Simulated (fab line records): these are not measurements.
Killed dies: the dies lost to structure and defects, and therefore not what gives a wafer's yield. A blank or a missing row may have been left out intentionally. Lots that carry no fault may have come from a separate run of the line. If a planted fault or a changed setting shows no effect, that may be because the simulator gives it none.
fab line records :: flow sfqLine
[record]
  lots = 14
  wafers = 42
  lastDay = 92
route steps=325 shown M4@157 I4@164
lots untouched by any fault: they come from a run of this same line in which no faults occurred
startH: start of the lot's first displayed wafer, in hours after the record's first day :: waitH: how many hours have passed since the lot's step before this one :: " same as the row above :: L1.1+2: one row covering several wafers at once :: - value missing, or start not given :: * or withheld: withheld :: < > ~ a bound
route shown NAME@n: names a module that has steps shown in the file, with the first one's number in the route :: usual: mean/standard deviation of fault-free wafers :: same: alike in all rows :: chamber/n: place in a boat :: sites: readings site by site :: _std_site: standard deviation across them :: _edge_site: outer sites' mean less inner sites' :: radiusMm: how far each site lies from the wafer's centre :: mask NAME#n: copy n :: behind: the last tool/chamber to shape the wafer :: hold: why the lot went on hold/how many hours it stayed there/how the hold came to an end :: device: which transistor (n, p or np) failed to switch :: end of line: the same wafers' tests at the end of the route :: for a step that has no rows: nothing shown but its recipe :: killed: at the first sort, the dies lost to defects and structure; wafer yield is something else :: map: a wafer's dies, x killed, . not, _ none there
set.NAME: setting as actually run; set.NAME@STEP: the setting as run at that earlier step :: model.NAME: the simulator's own value behind a step, which no gauge read
a sample of lots followed through the steps of the route, with each step as a table and each wafer as a row
services: from which hour (startH, from the record's first day; less than 0 if before it) a tool's chamber was out of use, for how many hours, and why
[[steps]]
[step SFQ_TRILAYER_M4_LITHO_DEVELOP_095]
[recipe]
  timeS = 60
  resist = KrF
[usual]
  chillPlateTempC = 22.97/0.099
  exhaustPa = 45.0/0.72
lot.wafer: L522.2
tool: lithoTrack-01
chamber: 0
startH: 1052.25
waitH: 0.1
chillPlateTempC: 22.91
exhaustPa: 44.6

lot.wafer: L522.5
tool: lithoTrack-01
chamber: 0
startH: 1052.25
waitH: 0.1
chillPlateTempC: 23.14
exhaustPa: 44.4

lot.wafer: L522.6
tool: lithoTrack-01
chamber: 0
startH: 1052.25
waitH: 0.1
chillPlateTempC: 23.01
exhaustPa: 44.2

lot.wafer: L525.3
tool: lithoTrack-01
chamber: 0
startH: 1055.88
waitH: 0.1
chillPlateTempC: 23.20
exhaustPa: 45.1

lot.wafer: L525.4
tool: lithoTrack-01
chamber: 0
startH: 1055.88
waitH: 0.1
chillPlateTempC: 22.99
exhaustPa: 45.5

lot.wafer: L525.6
tool: lithoTrack-01
chamber: 0
startH: 1055.88
waitH: 0.1
chillPlateTempC: 23.05
exhaustPa: 45.2

lot.wafer: L527.4
tool: lithoTrack-03
chamber: 0
startH: 1071.59
waitH: 0.1
chillPlateTempC: 22.97
exhaustPa: 45.4

lot.wafer: L527.5
tool: lithoTrack-03
chamber: 0
startH: 1071.59
waitH: 0.1
chillPlateTempC: 23.03
exhaustPa: 44.4

lot.wafer: L527.6
tool: lithoTrack-03
chamber: 0
startH: 1071.59
waitH: 0.1
chillPlateTempC: 23.03
exhaustPa: 43.6

lot.wafer: L528.1
tool: lithoTrack-04
chamber: 0
startH: 1079.24
waitH: 0.1
chillPlateTempC: 23.08
exhaustPa: 46.4

lot.wafer: L528.2
tool: lithoTrack-04
chamber: 0
startH: 1079.24
waitH: 0.1
chillPlateTempC: 23.08
exhaustPa: 45.4

lot.wafer: L528.4
tool: lithoTrack-04
chamber: 0
startH: 1079.24
waitH: 0.1
chillPlateTempC: 22.97
exhaustPa: 45.7

lot.wafer: L530.2
tool: lithoTrack-03
chamber: 0
startH: 1085.47
waitH: 0.1
chillPlateTempC: 23.05
exhaustPa: 46.0

lot.wafer: L530.5
tool: lithoTrack-03
chamber: 0
startH: 1085.47
waitH: 0.1
chillPlateTempC: 23.03
exhaustPa: 45.4

lot.wafer: L530.6
tool: lithoTrack-03
chamber: 0
startH: 1085.47
waitH: 0.1
chillPlateTempC: 23.00
exhaustPa: 46.2

lot.wafer: L533.1
tool: lithoTrack-01
chamber: 0
startH: 1114.61
waitH: 0.1
chillPlateTempC: 22.89
exhaustPa: 44.9

lot.wafer: L533.3
tool: lithoTrack-01
chamber: 0
startH: 1114.61
waitH: 0.1
chillPlateTempC: 22.98
exhaustPa: 45.5

lot.wafer: L533.4
tool: lithoTrack-01
chamber: 0
startH: 1114.61
waitH: 0.1
chillPlateTempC: 22.84
exhaustPa: 45.5

lot.wafer: L534.1
tool: lithoTrack-03
chamber: 0
startH: 1123.01
waitH: 0.1
chillPlateTempC: 23.21
exhaustPa: 45.1

lot.wafer: L534.3
tool: lithoTrack-03
chamber: 0
startH: 1123.01
waitH: 0.1
chillPlateTempC: 22.89
exhaustPa: 47.4

lot.wafer: L534.6
tool: lithoTrack-03
chamber: 0
startH: 1123.01
waitH: 0.1
chillPlateTempC: 22.99
exhaustPa: 45.5

lot.wafer: L537.1
tool: lithoTrack-03
chamber: -
startH: 1281.58
waitH: 0.1
chillPlateTempC: -
exhaustPa: -

lot.wafer: L537.2
tool: lithoTrack-03
chamber: -
startH: 1281.58
waitH: 0.1
chillPlateTempC: -
exhaustPa: -

lot.wafer: L537.5
tool: lithoTrack-03
chamber: -
startH: 1281.58
waitH: 0.1
chillPlateTempC: -
exhaustPa: -

lot.wafer: L538.2
tool: lithoTrack-03
chamber: -
startH: 1287.60
waitH: 0.1
chillPlateTempC: -
exhaustPa: -

lot.wafer: L538.3
tool: lithoTrack-03
chamber: -
startH: 1287.60
waitH: 0.1
chillPlateTempC: -
exhaustPa: -

lot.wafer: L538.6
tool: lithoTrack-03
chamber: -
startH: 1287.60
waitH: 0.1
chillPlateTempC: -
exhaustPa: -

lot.wafer: L541.2
tool: lithoTrack-04
chamber: 0
startH: 1301.91
waitH: 0.1
chillPlateTempC: 22.89
exhaustPa: 45.0

lot.wafer: L541.5
tool: lithoTrack-04
chamber: 0
startH: 1301.91
waitH: 0.1
chillPlateTempC: 22.97
exhaustPa: 45.5

lot.wafer: L541.6
tool: lithoTrack-04
chamber: 0
startH: 1301.91
waitH: 0.1
chillPlateTempC: 22.93
exhaustPa: 44.5

lot.wafer: L542.1
tool: lithoTrack-01
chamber: 0
startH: 1331.08
waitH: 0.1
chillPlateTempC: 22.77
exhaustPa: 45.1

lot.wafer: L542.3
tool: lithoTrack-01
chamber: 0
startH: 1331.08
waitH: 0.1
chillPlateTempC: 22.92
exhaustPa: 43.7

lot.wafer: L542.5
tool: lithoTrack-01
chamber: 0
startH: 1331.08
waitH: 0.1
chillPlateTempC: 22.69
exhaustPa: 44.8

lot.wafer: L543.2
tool: lithoTrack-01
chamber: 0
startH: 1345.63
waitH: 0.1
chillPlateTempC: 22.91
exhaustPa: 45.0

lot.wafer: L543.4
tool: lithoTrack-01
chamber: 0
startH: 1345.63
waitH: 0.1
chillPlateTempC: 22.94
exhaustPa: 44.3

lot.wafer: L543.6
tool: lithoTrack-01
chamber: 0
startH: 1345.63
waitH: 0.1
chillPlateTempC: 23.03
exhaustPa: 45.1

lot.wafer: L544.3
tool: lithoTrack-01
chamber: 0
startH: 1351.66
waitH: 0.1
chillPlateTempC: 22.95
exhaustPa: 44.6

lot.wafer: L544.4
tool: lithoTrack-01
chamber: 0
startH: 1351.66
waitH: 0.1
chillPlateTempC: 22.94
exhaustPa: 44.3

lot.wafer: L544.5
tool: lithoTrack-01
chamber: 0
startH: 1351.66
waitH: 0.1
chillPlateTempC: 22.82
exhaustPa: 43.6

lot.wafer: L545.2
tool: lithoTrack-03
chamber: 0
startH: 1358.83
waitH: 0.1
chillPlateTempC: 22.99
exhaustPa: 45.0

lot.wafer: L545.3
tool: lithoTrack-03
chamber: 0
startH: 1358.83
waitH: 0.1
chillPlateTempC: 23.10
exhaustPa: 44.6

lot.wafer: L545.5
tool: lithoTrack-03
chamber: 0
startH: 1358.83
waitH: 0.1
chillPlateTempC: 23.07
exhaustPa: 44.1
[step SFQ_M4_OVL_MEAS_926]
[usual]
  M4_OVL = -1/6.3
lot.wafer: L522.2
tool: overlay-02
chamber: -
startH: 1052.38
waitH: 0.1
M4_OVL[nm]: -6

lot.wafer: L522.5
tool: overlay-02
chamber: -
startH: 1052.38
waitH: 0.1
M4_OVL[nm]: 2

lot.wafer: L522.6
tool: overlay-02
chamber: -
startH: 1052.38
waitH: 0.1
M4_OVL[nm]: -7

lot.wafer: L525.3
tool: overlay-02
chamber: -
startH: 1055.99
waitH: 0.1
M4_OVL[nm]: -1

lot.wafer: L525.4
tool: overlay-02
chamber: -
startH: 1055.99
waitH: 0.1
M4_OVL[nm]: 3

lot.wafer: L525.6
tool: overlay-02
chamber: -
startH: 1055.99
waitH: 0.1
M4_OVL[nm]: 7

lot.wafer: L527.4
tool: overlay-01
chamber: -
startH: 1071.68
waitH: 0.1
M4_OVL[nm]: 4

lot.wafer: L527.5
tool: overlay-01
chamber: -
startH: 1071.68
waitH: 0.1
M4_OVL[nm]: -2

lot.wafer: L527.6
tool: overlay-01
chamber: -
startH: 1071.68
waitH: 0.1
M4_OVL[nm]: 1

lot.wafer: L528.1
tool: overlay-02
chamber: -
startH: 1079.39
waitH: 0.1
M4_OVL[nm]: 0

lot.wafer: L528.2
tool: overlay-02
chamber: -
startH: 1079.39
waitH: 0.1
M4_OVL[nm]: 6

lot.wafer: L528.4
tool: overlay-02
chamber: -
startH: 1079.39
waitH: 0.1
M4_OVL[nm]: 9

lot.wafer: L530.2
tool: overlay-02
chamber: -
startH: 1085.60
waitH: 0.1
M4_OVL[nm]: -8

lot.wafer: L530.5
tool: overlay-02
chamber: -
startH: 1085.60
waitH: 0.1
M4_OVL[nm]: -12

lot.wafer: L530.6
tool: overlay-02
chamber: -
startH: 1085.60
waitH: 0.1
M4_OVL[nm]: -9

lot.wafer: L533.1
tool: overlay-02
chamber: -
startH: 1114.76
waitH: 0.1
M4_OVL[nm]: 6

lot.wafer: L533.3
tool: overlay-02
chamber: -
startH: 1114.76
waitH: 0.1
M4_OVL[nm]: 10

lot.wafer: L533.4
tool: overlay-02
chamber: -
startH: 1114.76
waitH: 0.1
M4_OVL[nm]: 7

lot.wafer: L534.1
tool: overlay-02
chamber: -
startH: 1123.16
waitH: 0.1
M4_OVL[nm]: -7

lot.wafer: L534.3
tool: overlay-02
chamber: -
startH: 1123.16
waitH: 0.1
M4_OVL[nm]: -13

lot.wafer: L534.6
tool: overlay-02
chamber: -
startH: 1123.16
waitH: 0.1
M4_OVL[nm]: -2

lot.wafer: L537.1
tool: overlay-01
chamber: -
startH: 1281.73
waitH: 0.1
M4_OVL[nm]: -

lot.wafer: L537.2
tool: overlay-01
chamber: -
startH: 1281.73
waitH: 0.1
M4_OVL[nm]: -

lot.wafer: L537.5
tool: overlay-01
chamber: -
startH: 1281.73
waitH: 0.1
M4_OVL[nm]: -

lot.wafer: L538.2
tool: overlay-02
chamber: -
startH: 1287.73
waitH: 0.1
M4_OVL[nm]: -

lot.wafer: L538.3
tool: overlay-02
chamber: -
startH: 1287.73
waitH: 0.1
M4_OVL[nm]: -

lot.wafer: L538.6
tool: overlay-02
chamber: -
startH: 1287.73
waitH: 0.1
M4_OVL[nm]: -

lot.wafer: L541.2
tool: overlay-01
chamber: -
startH: 1302.04
waitH: 0.1
M4_OVL[nm]: 3

lot.wafer: L541.5
tool: overlay-01
chamber: -
startH: 1302.04
waitH: 0.1
M4_OVL[nm]: 1

lot.wafer: L541.6
tool: overlay-01
chamber: -
startH: 1302.04
waitH: 0.1
M4_OVL[nm]: -1

lot.wafer: L542.1
tool: overlay-02
chamber: -
startH: 1331.23
waitH: 0.1
M4_OVL[nm]: 4

lot.wafer: L542.3
tool: overlay-02
chamber: -
startH: 1331.23
waitH: 0.1
M4_OVL[nm]: 2

lot.wafer: L542.5
tool: overlay-02
chamber: -
startH: 1331.23
waitH: 0.1
M4_OVL[nm]: 2

lot.wafer: L543.2
tool: overlay-01
chamber: -
startH: 1345.77
waitH: 0.1
M4_OVL[nm]: -6

lot.wafer: L543.4
tool: overlay-01
chamber: -
startH: 1345.77
waitH: 0.1
M4_OVL[nm]: -5

lot.wafer: L543.6
tool: overlay-01
chamber: -
startH: 1345.77
waitH: 0.1
M4_OVL[nm]: -14

lot.wafer: L544.3
tool: overlay-02
chamber: -
startH: 1351.77
waitH: 0.1
M4_OVL[nm]: -6

lot.wafer: L544.4
tool: overlay-02
chamber: -
startH: 1351.77
waitH: 0.1
M4_OVL[nm]: 2

lot.wafer: L544.5
tool: overlay-02
chamber: -
startH: 1351.77
waitH: 0.1
M4_OVL[nm]: -1

lot.wafer: L545.2
tool: overlay-02
chamber: -
startH: 1358.97
waitH: 0.1
M4_OVL[nm]: 9

lot.wafer: L545.3
tool: overlay-02
chamber: -
startH: 1358.97
waitH: 0.1
M4_OVL[nm]: 7

lot.wafer: L545.5
tool: overlay-02
chamber: -
startH: 1358.97
waitH: 0.1
M4_OVL[nm]: 5
[step SFQ_TRILAYER_I4_CMP_CMP_100]
[recipe]
  material = SiO2
  downForcePsi = 3
  platenRpm = 60
  padVelocityMS = 0.94248
[usual]
  motorCurrentA = 10.1/1.1
  timeToEndpointS = 214/7.9
lot.wafer: L522.2
tool: cmp-02
chamber: 0
startH: 1054.72
waitH: 1.3
motorCurrentA: 10.8
timeToEndpointS: 228

lot.wafer: L522.5
tool: cmp-02
chamber: 3
startH: 1056.22
waitH: 2.8
motorCurrentA: 11.3
timeToEndpointS: 220

lot.wafer: L522.6
tool: cmp-02
chamber: 0
startH: 1056.22
waitH: 2.8
motorCurrentA: 11.1
timeToEndpointS: 232

lot.wafer: L525.4
tool: cmp-02
chamber: 1
startH: 1060.22
waitH: 3.2
motorCurrentA: 9.8
timeToEndpointS: 228

lot.wafer: L525.3
tool: cmp-02
chamber: 3
startH: 1061.22
waitH: 4.2
motorCurrentA: 11.4
timeToEndpointS: 213

lot.wafer: L525.6
tool: cmp-02
chamber: 2
startH: 1062.72
waitH: 5.7
motorCurrentA: 8.0
timeToEndpointS: 225

lot.wafer: L527.4
tool: cmp-01
chamber: 3
startH: 1081.72
waitH: 9.0
motorCurrentA: 10.4
timeToEndpointS: 212

lot.wafer: L527.6
tool: cmp-01
chamber: 0
startH: 1081.72
waitH: 9.0
motorCurrentA: 9.1
timeToEndpointS: 214

lot.wafer: L527.5
tool: cmp-01
chamber: 1
startH: 1081.72
waitH: 9.0
motorCurrentA: 11.8
timeToEndpointS: 221

lot.wafer: L528.2
tool: cmp-02
chamber: 0
startH: 1087.72
waitH: 6.6
motorCurrentA: 10.6
timeToEndpointS: 216

lot.wafer: L528.4
tool: cmp-02
chamber: 1
startH: 1087.72
waitH: 6.6
motorCurrentA: 10.0
timeToEndpointS: 217

lot.wafer: L528.1
tool: cmp-02
chamber: 2
startH: 1087.72
waitH: 6.6
motorCurrentA: 8.2
timeToEndpointS: 213

lot.wafer: L530.2
tool: cmp-01
chamber: 1
startH: 1095.72
waitH: 8.1
motorCurrentA: 11.2
timeToEndpointS: 211

lot.wafer: L530.6
tool: cmp-01
chamber: 0
startH: 1097.22
waitH: 9.6
motorCurrentA: 9.1
timeToEndpointS: 213

lot.wafer: L530.5
tool: cmp-01
chamber: 1
startH: 1097.22
waitH: 9.6
motorCurrentA: 11.4
timeToEndpointS: 212

lot.wafer: L533.3
tool: cmp-02
chamber: 2
startH: 1125.59
waitH: 9.8
motorCurrentA: 7.7
timeToEndpointS: 211

lot.wafer: L533.1
tool: cmp-02
chamber: 3
startH: 1125.59
waitH: 9.8
motorCurrentA: 11.0
timeToEndpointS: 201

lot.wafer: L533.4
tool: cmp-02
chamber: 1
startH: 1127.09
waitH: 11.3
motorCurrentA: 10.2
timeToEndpointS: 215

lot.wafer: L534.3
tool: cmp-02
chamber: 3
startH: 1135.09
waitH: 10.9
motorCurrentA: 11.0
timeToEndpointS: 205

lot.wafer: L534.1
tool: cmp-02
chamber: 1
startH: 1136.09
waitH: 11.9
motorCurrentA: 10.1
timeToEndpointS: 203

lot.wafer: L534.6
tool: cmp-02
chamber: 3
startH: 1137.09
waitH: 12.9
motorCurrentA: 11.0
timeToEndpointS: 213

lot.wafer: L537.1
tool: cmp-01
chamber: 3
startH: 1284.08
waitH: 1.3
motorCurrentA: 10.0
timeToEndpointS: 210

lot.wafer: L537.2
tool: cmp-01
chamber: 1
startH: 1285.08
waitH: 2.3
motorCurrentA: 11.1
timeToEndpointS: 218

lot.wafer: L537.5
tool: cmp-01
chamber: 0
startH: 1286.58
waitH: 3.7
motorCurrentA: 9.2
timeToEndpointS: 223

lot.wafer: L538.2
tool: cmp-02
chamber: 3
startH: 1288.80
waitH: 0.0
motorCurrentA: 11.4
timeToEndpointS: 205

lot.wafer: L538.3
tool: cmp-02
chamber: 2
startH: 1290.30
waitH: 1.5
motorCurrentA: 8.3
timeToEndpointS: 227

lot.wafer: L538.6
tool: cmp-02
chamber: 0
startH: 1291.30
waitH: 2.5
motorCurrentA: 10.0
timeToEndpointS: 230

lot.wafer: L541.2
tool: cmp-01
chamber: 2
startH: 1305.91
waitH: 2.8
motorCurrentA: 9.8
timeToEndpointS: 212

lot.wafer: L541.5
tool: cmp-01
chamber: 0
startH: 1306.91
waitH: 3.8
motorCurrentA: 8.9
timeToEndpointS: 220

lot.wafer: L541.6
tool: cmp-01
chamber: 1
startH: 1306.91
waitH: 3.8
motorCurrentA: 11.4
timeToEndpointS: 222

lot.wafer: L542.1
tool: cmp-02
chamber: 1
startH: 1332.81
waitH: 0.5
motorCurrentA: 10.0
timeToEndpointS: 209

lot.wafer: L542.3
tool: cmp-02
chamber: 2
startH: 1332.81
waitH: 0.5
motorCurrentA: 7.9
timeToEndpointS: 211

lot.wafer: L542.5
tool: cmp-02
chamber: 1
startH: 1334.81
waitH: 2.5
motorCurrentA: 9.9
timeToEndpointS: 210

lot.wafer: L543.2
tool: cmp-02
chamber: 0
startH: 1346.83
waitH: 0.0
motorCurrentA: 10.6
timeToEndpointS: 212

lot.wafer: L543.4
tool: cmp-02
chamber: 1
startH: 1346.83
waitH: 0.0
motorCurrentA: 9.6
timeToEndpointS: 213

lot.wafer: L543.6
tool: cmp-02
chamber: 0
startH: 1348.83
waitH: 2.0
motorCurrentA: 10.3
timeToEndpointS: 218

lot.wafer: L544.3
tool: cmp-02
chamber: 2
startH: 1354.56
waitH: 1.8
motorCurrentA: 7.9
timeToEndpointS: 208

lot.wafer: L544.4
tool: cmp-02
chamber: 1
startH: 1356.18
waitH: 3.3
motorCurrentA: 9.8
timeToEndpointS: 208

lot.wafer: L544.5
tool: cmp-02
chamber: 3
startH: 1357.26
waitH: 4.4
motorCurrentA: 11.3
timeToEndpointS: 200

lot.wafer: L545.3
tool: cmp-01
chamber: 1
startH: 1360.53
waitH: 0.5
motorCurrentA: 12.1
timeToEndpointS: 214

lot.wafer: L545.2
tool: cmp-01
chamber: 3
startH: 1361.53
waitH: 1.5
motorCurrentA: 10.3
timeToEndpointS: 203

lot.wafer: L545.5
tool: cmp-01
chamber: 0
startH: 1361.53
waitH: 1.5
motorCurrentA: 9.0
timeToEndpointS: 223
[step SFQ_TRILAYER_I4_METRO_MEASURE_101]
[usual]
  thkNm = 199.6/1.1
lot.wafer: L522.2
tool: filmMetro-03
chamber: -
startH: 1057.54
waitH: 0.3
thkNm: 201.1

lot.wafer: L522.5
tool: filmMetro-03
chamber: -
startH: 1057.54
waitH: 0.3
thkNm: 198.5

lot.wafer: L522.6
tool: filmMetro-03
chamber: -
startH: 1057.54
waitH: 0.3
thkNm: 201.4

lot.wafer: L525.3
tool: filmMetro-02
chamber: -
startH: 1063.74
waitH: 0.5
thkNm: 197.8

lot.wafer: L525.4
tool: filmMetro-02
chamber: -
startH: 1063.74
waitH: 0.5
thkNm: 198.9

lot.wafer: L525.6
tool: filmMetro-02
chamber: -
startH: 1063.74
waitH: 0.5
thkNm: 200.5

lot.wafer: L527.4
tool: filmMetro-03
chamber: -
startH: 1083.94
waitH: 0.6
thkNm: 198.7

lot.wafer: L527.5
tool: filmMetro-03
chamber: -
startH: 1083.94
waitH: 0.6
thkNm: 199.7

lot.wafer: L527.6
tool: filmMetro-03
chamber: -
startH: 1083.94
waitH: 0.6
thkNm: 199.3

lot.wafer: L528.1
tool: filmMetro-03
chamber: -
startH: 1090.34
waitH: 0.1
thkNm: 201.2

lot.wafer: L528.2
tool: filmMetro-03
chamber: -
startH: 1090.34
waitH: 0.1
thkNm: 201.7

lot.wafer: L528.4
tool: filmMetro-03
chamber: -
startH: 1090.34
waitH: 0.1
thkNm: 200.2

lot.wafer: L530.2
tool: filmMetro-04
chamber: -
startH: 1098.54
waitH: 0.3
thkNm: 198.8

lot.wafer: L530.5
tool: filmMetro-04
chamber: -
startH: 1098.54
waitH: 0.3
thkNm: 199.4

lot.wafer: L530.6
tool: filmMetro-04
chamber: -
startH: 1098.54
waitH: 0.3
thkNm: 198.6

lot.wafer: L533.1
tool: filmMetro-02
chamber: -
startH: 1128.71
waitH: 0.1
thkNm: 199.8

lot.wafer: L533.3
tool: filmMetro-02
chamber: -
startH: 1128.71
waitH: 0.1
thkNm: 201.2

lot.wafer: L533.4
tool: filmMetro-02
chamber: -
startH: 1128.71
waitH: 0.1
thkNm: 200.7

lot.wafer: L534.1
tool: filmMetro-04
chamber: -
startH: 1137.71
waitH: 0.1
thkNm: 201.9

lot.wafer: L534.3
tool: filmMetro-04
chamber: -
startH: 1137.71
waitH: 0.1
thkNm: 199.4

lot.wafer: L534.6
tool: filmMetro-04
chamber: -
startH: 1137.71
waitH: 0.1
thkNm: 198.0

lot.wafer: L537.1
tool: filmMetro-02
chamber: -
startH: 1287.20
waitH: 0.1
thkNm: 199.4

lot.wafer: L537.2
tool: filmMetro-02
chamber: -
startH: 1287.20
waitH: 0.1
thkNm: 200.0

lot.wafer: L537.5
tool: filmMetro-02
chamber: -
startH: 1287.20
waitH: 0.1
thkNm: 199.0

lot.wafer: L538.2
tool: filmMetro-03
chamber: -
startH: 1292.12
waitH: 0.3
thkNm: 198.5

lot.wafer: L538.3
tool: filmMetro-03
chamber: -
startH: 1292.12
waitH: 0.3
thkNm: 200.2

lot.wafer: L538.6
tool: filmMetro-03
chamber: -
startH: 1292.12
waitH: 0.3
thkNm: 199.8

lot.wafer: L541.2
tool: filmMetro-04
chamber: -
startH: 1308.23
waitH: 0.3
thkNm: 197.6

lot.wafer: L541.5
tool: filmMetro-04
chamber: -
startH: 1308.23
waitH: 0.3
thkNm: 199.0

lot.wafer: L541.6
tool: filmMetro-04
chamber: -
startH: 1308.23
waitH: 0.3
thkNm: 199.1

lot.wafer: L542.1
tool: filmMetro-04
chamber: -
startH: 1335.43
waitH: 0.1
thkNm: 199.2

lot.wafer: L542.3
tool: filmMetro-04
chamber: -
startH: 1335.43
waitH: 0.1
thkNm: 199.6

lot.wafer: L542.5
tool: filmMetro-04
chamber: -
startH: 1335.43
waitH: 0.1
thkNm: 198.9

lot.wafer: L543.2
tool: filmMetro-04
chamber: -
startH: 1350.15
waitH: 0.3
thkNm: 200.0

lot.wafer: L543.4
tool: filmMetro-04
chamber: -
startH: 1350.15
waitH: 0.3
thkNm: 199.7

lot.wafer: L543.6
tool: filmMetro-04
chamber: -
startH: 1350.15
waitH: 0.3
thkNm: 200.6

lot.wafer: L544.3
tool: filmMetro-02
chamber: -
startH: 1358.31
waitH: 0.5
thkNm: 199.7

lot.wafer: L544.4
tool: filmMetro-02
chamber: -
startH: 1358.31
waitH: 0.5
thkNm: 198.7

lot.wafer: L544.5
tool: filmMetro-02
chamber: -
startH: 1358.31
waitH: 0.5
thkNm: 198.5

lot.wafer: L545.2
tool: filmMetro-04
chamber: -
startH: 1363.35
waitH: 0.3
thkNm: 199.5

lot.wafer: L545.3
tool: filmMetro-04
chamber: -
startH: 1363.35
waitH: 0.3
thkNm: 199.9

lot.wafer: L545.5
tool: filmMetro-04
chamber: -
startH: 1363.35
waitH: 0.3
thkNm: 200.3
[[services]]
tool: cmp-02
chamber: -
startH: 1029.37
hours: 0.6
kind: repair

tool: filmMetro-04
chamber: -
startH: 1044.70
hours: 2.5
kind: pm

tool: cmp-01
chamber: -
startH: 1073.74
hours: 0.5
kind: repair

tool: filmMetro-04
chamber: -
startH: 1084.32
hours: 5.8
kind: pm

tool: cmp-01
chamber: -
startH: 1101.22
hours: 4.0
kind: pm

tool: cmp-02
chamber: -
startH: 1117.07
hours: 2.5
kind: repair

tool: cmp-02
chamber: -
startH: 1118.40
hours: 0.5
kind: repair

tool: filmMetro-04
chamber: -
startH: 1130.61
hours: 0.7
kind: pm

tool: cmp-01
chamber: -
startH: 1149.69
hours: 9.0
kind: repair

tool: cmp-02
chamber: -
startH: 1173.59
hours: 6.9
kind: pm

tool: filmMetro-04
chamber: -
startH: 1174.81
hours: 2.1
kind: pm

tool: cmp-02
chamber: -
startH: 1208.86
hours: 0.6
kind: repair

tool: cmp-02
chamber: -
startH: 1242.38
hours: 1.0
kind: repair

tool: filmMetro-04
chamber: -
startH: 1246.09
hours: 0.9
kind: pm

tool: cmp-01
chamber: -
startH: 1246.95
hours: 5.1
kind: pm

tool: filmMetro-04
chamber: -
startH: 1249.14
hours: 1.5
kind: pm

tool: cmp-01
chamber: -
startH: 1255.09
hours: 3.2
kind: repair

tool: cmp-02
chamber: -
startH: 1259.08
hours: 4.0
kind: pm

tool: cmp-01
chamber: -
startH: 1260.96
hours: 0.4
kind: repair

tool: cmp-02
chamber: -
startH: 1261.42
hours: 1.1
kind: repair

tool: cmp-02
chamber: -
startH: 1267.12
hours: 10.3
kind: pm

tool: cmp-02
chamber: -
startH: 1284.21
hours: 3.9
kind: repair

tool: filmMetro-04
chamber: -
startH: 1289.70
hours: 1.5
kind: pm

tool: cmp-02
chamber: -
startH: 1306.14
hours: 3.5
kind: repair
[[key]]
[firstSign]
  step = SFQ_TRILAYER_M4_LITHO_DEVELOP_095
  reading = toolRecord
  direction = missing
effect none on later readings
metAt SFQ_TRILAYER_M4_LITHO_DEVELOP_095
struckLots L537,L538
notActingAt SFQ_M4_OVL_MEAS_926,SFQ_TRILAYER_I4_CMP_CMP_100,SFQ_TRILAYER_I4_METRO_MEASURE_101
onsetBetween 1123.01 1281.58
[fault]
  kind = skippedStepWhole
  tool = lithoTrack-03
  chamber = -
  onsetH = 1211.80
  steps = SFQ_TRILAYER_M4_LITHO_DEVELOP_095
  scope = struckLotsOnly
